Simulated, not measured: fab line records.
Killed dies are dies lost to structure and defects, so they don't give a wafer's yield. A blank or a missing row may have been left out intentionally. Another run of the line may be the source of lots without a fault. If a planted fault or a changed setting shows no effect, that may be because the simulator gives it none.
Which tool is to blame? :: flow sky130 :: 15 lots, 45 wafers sampled, at 3 steps of a route of 708

== WHAT THE GAUGES READ, wafer by wafer ==
SKY_VT_ADJUST_HVTP_OVL_MEAS_08. Usual: VT_ADJUST_HVTP_OVL gives 1.3 nm (standard deviation 1.4).
lot: L846
measured: day 6 11:37
on: overlay-01
VT_ADJUST_HVTP_OVL (nm): -0.1 2.7 -1.1
flag: 

lot: L849
measured: day 7 13:58
on: overlay-01
VT_ADJUST_HVTP_OVL (nm): 2.3 0.8 0.0
flag: 

lot: L850
measured: day 7 14:41
on: overlay-02
VT_ADJUST_HVTP_OVL (nm): 0.8 -0.2 2.0
flag: 

lot: L851
measured: day 7 18:02
on: overlay-02
VT_ADJUST_HVTP_OVL (nm): 1.0 0.3 0.3
flag: 

lot: L852
measured: day 8 01:32
on: overlay-02
VT_ADJUST_HVTP_OVL (nm): -0.6 -0.4 -0.5
flag: 

lot: L853
measured: day 8 08:44
on: overlay-02
VT_ADJUST_HVTP_OVL (nm): 1.0 -0.2 0.9
flag: 

lot: L855
measured: day 8 16:59
on: overlay-01
VT_ADJUST_HVTP_OVL (nm): 1.6 1.6 0.1
flag: 

lot: L856
measured: day 8 23:34
on: overlay-01
VT_ADJUST_HVTP_OVL (nm): 2.7 2.5 1.7
flag: 

lot: L857
measured: day 9 08:05
on: overlay-02
VT_ADJUST_HVTP_OVL (nm): 1.0 0.1 4.4
flag: 

lot: L860
measured: day 10 03:38
on: overlay-01
VT_ADJUST_HVTP_OVL (nm): 0.5 -0.3 1.9
flag: 

lot: L861
measured: day 10 12:08
on: overlay-02
VT_ADJUST_HVTP_OVL (nm): 0.8 -1.8 -1.4
flag: 

lot: L862
measured: day 10 13:05
on: overlay-02
VT_ADJUST_HVTP_OVL (nm): 1.2 2.2 1.7
flag: 

lot: L863
measured: day 10 18:56
on: overlay-02
VT_ADJUST_HVTP_OVL (nm): 3.1 4.9 1.9
flag: 

lot: L864
measured: day 11 00:08
on: overlay-02
VT_ADJUST_HVTP_OVL (nm): 0.9 1.0 2.0
flag: 

lot: L868
measured: day 12 07:02
on: overlay-02
VT_ADJUST_HVTP_OVL (nm): 0.3 0.7 0.9
flag: 

SKY_SD_N_OVL_MEAS_08. Usual: SD_N_OVL gives 0.3 nm (standard deviation 1.5).
lot: L846
measured: day 28 10:14
on: overlay-01
SD_N_OVL (nm): 1.1 0.3 1.8
flag: 

lot: L849
measured: day 29 16:11
on: overlay-01
SD_N_OVL (nm): 0.2 -0.2 -0.6
flag: 

lot: L850
measured: day 29 19:57
on: overlay-02
SD_N_OVL (nm): 1.6 1.2 0.9
flag: 

lot: L851
measured: day 29 22:08
on: overlay-02
SD_N_OVL (nm): -1.8 -1.0 -1.0
flag: 

lot: L852
measured: day 30 07:35
on: overlay-01
SD_N_OVL (nm): 0.7 -0.9 -2.1
flag: 

lot: L853
measured: day 30 17:44
on: overlay-01
SD_N_OVL (nm): -3.6 -1.0 -2.5
flag: 

lot: L855
measured: day 31 04:45
on: overlay-02
SD_N_OVL (nm): 0.6 0.7 1.6
flag: 

lot: L856
measured: day 31 14:35
on: overlay-02
SD_N_OVL (nm): -0.3 0.8 -0.8
flag: 

lot: L857
measured: day 31 19:26
on: overlay-01
SD_N_OVL (nm): 0.8 1.6 1.9
flag: 

lot: L860
measured: day 33 15:08
on: overlay-02
SD_N_OVL (nm): 2.0 2.1 -0.4
flag: 

lot: L861
measured: day 33 17:02
on: overlay-01
SD_N_OVL (nm): -0.4 -1.5 0.5
flag: 

lot: L862
measured: day 33 17:41
on: overlay-01
SD_N_OVL (nm): 1.7 3.5 1.3
flag: 

lot: L863
measured: day 33 21:18
on: overlay-02
SD_N_OVL (nm): -2.1 -2.6 -0.4
flag: 

lot: L864
measured: day 34 00:50
on: overlay-02
SD_N_OVL (nm): -1.7 -0.1 -0.2
flag: 

lot: L868
measured: day 35 14:23
on: overlay-01
SD_N_OVL (nm): 2.6 1.1 1.9
flag: 

== EACH LOT AND THE TOOL THAT RAN IT (in order: tool; ch and the chambers of the sampled wafers; start) ==
lot: L846
SKY_NWELL_CLEAN_00: wet_bench-02 ch 0, day 2 17:26

lot: L849
SKY_NWELL_CLEAN_00: wet_bench-04 ch 3, day 3 14:02

lot: L850
SKY_NWELL_CLEAN_00: wet_bench-01 ch 1, day 3 14:05

lot: L851
SKY_NWELL_CLEAN_00: wet_bench-01 ch 3, day 3 17:53

lot: L852
SKY_NWELL_CLEAN_00: wet_bench-01 ch 2, day 3 22:22

lot: L853
SKY_NWELL_CLEAN_00: wet_bench-02 ch 1, day 4 05:24

lot: L855
SKY_NWELL_CLEAN_00: wet_bench-04 ch 0, day 4 13:24

lot: L856
SKY_NWELL_CLEAN_00: wet_bench-02 ch 3, day 4 18:24

lot: L857
SKY_NWELL_CLEAN_00: wet_bench-02 ch 3, day 5 00:46

lot: L860
SKY_NWELL_CLEAN_00: wet_bench-02 ch 3, day 5 18:29

lot: L861
SKY_NWELL_CLEAN_00: wet_bench-04 ch 0, day 6 00:28

lot: L862
SKY_NWELL_CLEAN_00: wet_bench-01 ch 0, day 6 02:51

lot: L863
SKY_NWELL_CLEAN_00: wet_bench-02 ch 2, day 6 09:46

lot: L864
SKY_NWELL_CLEAN_00: wet_bench-02 ch 3, day 6 14:08

lot: L868
SKY_NWELL_CLEAN_00: wet_bench-04 ch 0, day 7 15:13
- SKY_NWELL_CLEAN_00: cleans in SC1/SC2, time 150 s.

== AS READ BY THE TOOLS THEMSELVES (means over the sampled wafers that have a number; for cases with no such wafer, the mark the record gives instead) ==
SKY_NWELL_CLEAN_00. Usual: bath_guard_temp_C 70.3 C, standard deviation 0.51; bath_heat_duty_pct 13.4 %, standard deviation 1.3.
lot: L846
tool: wet_bench-02
bath_guard_temp_C (C): 70.7
bath_heat_duty_pct (%): 12.1
flag: 

lot: L849
tool: wet_bench-04
bath_guard_temp_C (C): 70.5
bath_heat_duty_pct (%): 12.8
flag: 

lot: L850
tool: wet_bench-01
bath_guard_temp_C (C): 70.5
bath_heat_duty_pct (%): 14.2
flag: 

lot: L851
tool: wet_bench-01
bath_guard_temp_C (C): 70.4
bath_heat_duty_pct (%): 12.2
flag: 

lot: L852
tool: wet_bench-01
bath_guard_temp_C (C): 69.6
bath_heat_duty_pct (%): 13.7
flag: 

lot: L853
tool: wet_bench-02
bath_guard_temp_C (C): 70.1
bath_heat_duty_pct (%): 11.4
flag: 

lot: L855
tool: wet_bench-04
bath_guard_temp_C (C): 71.1
bath_heat_duty_pct (%): 13.2
flag: 

lot: L856
tool: wet_bench-02
bath_guard_temp_C (C): 70.0
bath_heat_duty_pct (%): 15.3
flag: 

lot: L857
tool: wet_bench-02
bath_guard_temp_C (C): 69.9
bath_heat_duty_pct (%): 15.9
flag: 

lot: L860
tool: wet_bench-02
bath_guard_temp_C (C): 69.9
bath_heat_duty_pct (%): 15.4
flag: 

lot: L861
tool: wet_bench-04
bath_guard_temp_C (C): -
bath_heat_duty_pct (%): -
flag: OFF

lot: L862
tool: wet_bench-01
bath_guard_temp_C (C): -
bath_heat_duty_pct (%): -
flag: OFF

lot: L863
tool: wet_bench-02
bath_guard_temp_C (C): -
bath_heat_duty_pct (%): -
flag: OFF

lot: L864
tool: wet_bench-02
bath_guard_temp_C (C): 70.0
bath_heat_duty_pct (%): 15.7
flag: 

lot: L868
tool: wet_bench-04
bath_guard_temp_C (C): 71.1
bath_heat_duty_pct (%): 13.4
flag: 

== THE ANSWER, worked out from the rows above alone ==
Rule: take the mean of a lot's wafers that have a number; if it is more than 3 standard deviations from the usual mean, the lot is off. Also off: a lot with no number at a reading for which 4 or more lots have one. The other lots that the step has rows for count as sound. The gauges are gone through in route order, then the tools' own readings, and for those a lot's mean is taken as printed above. At the first step where some lot is off, the reading lying furthest off is the one used; lots without a number count as furthest.
Off: L861, L862, L863 (SKY_NWELL_CLEAN_00, bath_guard_temp_C). Without a number there: L861, L862, L863.
If a tool, at that step or one of the process steps before it, ran each lot that is off and ran no sound lot following the first of them, it fits. Of those tried, none fits.

== WHAT WAS PUT IN BY THE SIMULATOR ==
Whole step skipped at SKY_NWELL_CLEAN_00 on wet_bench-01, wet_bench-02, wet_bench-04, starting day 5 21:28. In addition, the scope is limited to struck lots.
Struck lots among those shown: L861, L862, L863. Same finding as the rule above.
